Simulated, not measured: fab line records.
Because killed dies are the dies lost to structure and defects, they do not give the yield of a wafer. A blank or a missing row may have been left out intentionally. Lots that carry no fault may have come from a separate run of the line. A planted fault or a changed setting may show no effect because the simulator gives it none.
The tool behind it: which one? | flow sky130 | 14 lots, 42 wafers sampled, at 2 steps of a route of 708

== WHAT EACH GAUGE READ, for each wafer ==
The record lacks any reading of a measuring or inspecting step that a usual standard deviation could be used to judge.

== EACH LOT AND THE TOOL THAT RAN IT (in order: tool; ch and the chambers of the sampled wafers; start) ==
lot  | SKY_VIA1_SOFTBAKE_08              | SKY_PAD_OPEN_PROBE_99
L987 | litho-track-04 ch 0, day 33 07:00 | -
L991 | litho-track-02 ch 0, day 34 18:00 | -
L993 | litho-track-02 ch 0, day 35 10:00 | -
L995 | litho-track-02 ch 0, day 35 16:00 | -
L997 | litho-track-02 ch 0, day 36 12:00 | -
L998 | litho-track-03 ch 0, day 39 10:00 | prober-01, day 50 04:56
L999 | litho-track-03 ch 0, day 39 11:00 | -
L100 | litho-track-03 ch 0, day 39 12:00 | -
L103 | litho-track-03 ch 0, day 39 12:00 | -
L102 | litho-track-03 ch 0, day 39 13:00 | -
L105 | litho-track-04 ch 0, day 39 15:00 | -
L104 | litho-track-03 ch 0, day 39 16:00 | -
L107 | litho-track-03 ch 0, day 39 18:00 | -
L110 | litho-track-04 ch 0, day 40 05:00 | -
- SKY_VIA1_SOFTBAKE_08: time 90 s.
- SKY_PAD_OPEN_PROBE_99

== WHAT THE TOOLS THEMSELVES READ (means of the sampled wafers that have a number; where no wafer has one, the mark that the record gives instead) ==
SKY_VIA1_SOFTBAKE_08.
lot  | tool           | chill-plate-temp-C (C) | heater-power-total-W (W) | run-length-s (s)
L987 | litho-track-04 | 23.04                  | 57.37                    | 119.26
L991 | litho-track-02 | 23.14                  | 57.45                    | 119.17
L993 | litho-track-02 | 23.02                  | 57.51                    | 119.21
L995 | litho-track-02 | 23.08                  | 57.34                    | 119.20
L997 | litho-track-02 | 22.95                  | 57.40                    | 119.27
L998 | litho-track-03 | 22.91                  | 57.36                    | 119.13
L999 | litho-track-03 | 23.05                  | 57.37                    | 119.25
L100 | litho-track-03 | 22.96                  | 57.38                    | 119.23
L103 | litho-track-03 | 23.06                  | 57.34                    | 119.23
L102 | litho-track-03 | 22.82                  | 57.43                    | 119.26
L105 | litho-track-04 | 22.99                  | 57.35                    | 119.22
L104 | litho-track-03 | 22.97                  | 58.42                    | 113.87
L107 | litho-track-03 | 22.89                  | 58.39                    | 113.78
L110 | litho-track-04 | 22.97                  | 57.32                    | 119.20

SKY_PAD_OPEN_PROBE_99.
lot  | tool      | defect-limited-yield (%) | killed_at_M0_to_M3 | killed_at_M4_up | killed-at-contacts | killed-at-front-end | killed-at-other | killed-dies | killed-open | killed-short | sort_bin_3_pad_short (%) | sort_bin_5_function (%) | sort_bin_6_memory (%) | sort-n-pass | sort-yield-pct (%)
L998 | prober-01 | 80.0                     | 46                 | 3.7             | 24                 | 23                  | 1.3             | 99          | 58          | 40           | 1.0                      | 12.6                    | 6.4                   | 393         | 80.0

== THE ANSWER, worked out from the rows above alone ==
Rule: usual is defined by the lots themselves. Put in order of their means at a reading, lots are off if they are a third of the lots or fewer, leave a main group of 4 or more, and stand apart from it by a gap of 3 or more times the standard deviation of the main group's means; of several such gaps the widest counts. The tables above print the reading to a certain number of digits; a main group whose means all agree to those digits is not used. A lot without any number at a reading at which 4 lots or more have one is off too. All remaining lots with rows at the step are treated as sound. After the gauges, taken in route order, come the tools' own readings; for these a lot's mean is taken, as printed above. The first step at which some lot is off is used, and at that step the reading that is off furthest; a lot without a number counts as furthest.
Off: L104, L107, at SKY_VIA1_SOFTBAKE_08 (run-length-s). The main group: mean 119.22 s, standard deviation 0.039.
A tool fits if, at that step or a process step before it, it ran every lot that is off, and no sound lot after the first of them. One candidate fits, namely litho-track-03 at SKY_VIA1_SOFTBAKE_08. Its last sound lot is L102 (day 39 13:00), its first lot that is off L104 (day 39 16:00): a fault that began between those two fits.
The tool's own readings at SKY_VIA1_SOFTBAKE_08 bear it out: on the lots that are off they differ by more than 5 times the standard deviation of the sound lots' means. heater-power-total-W reads 58.41 W there against 57.38 W on the sound lots; run-length-s reads 113.83 s there against 119.22 s on the sound lots.

== WHAT THE SIMULATOR HAD PUT IN ==
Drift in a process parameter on litho-track-03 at SKY_VIA1_SOFTBAKE_08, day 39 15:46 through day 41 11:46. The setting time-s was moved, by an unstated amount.
Shown lots that were struck: L104, L107. The rule above found the same.
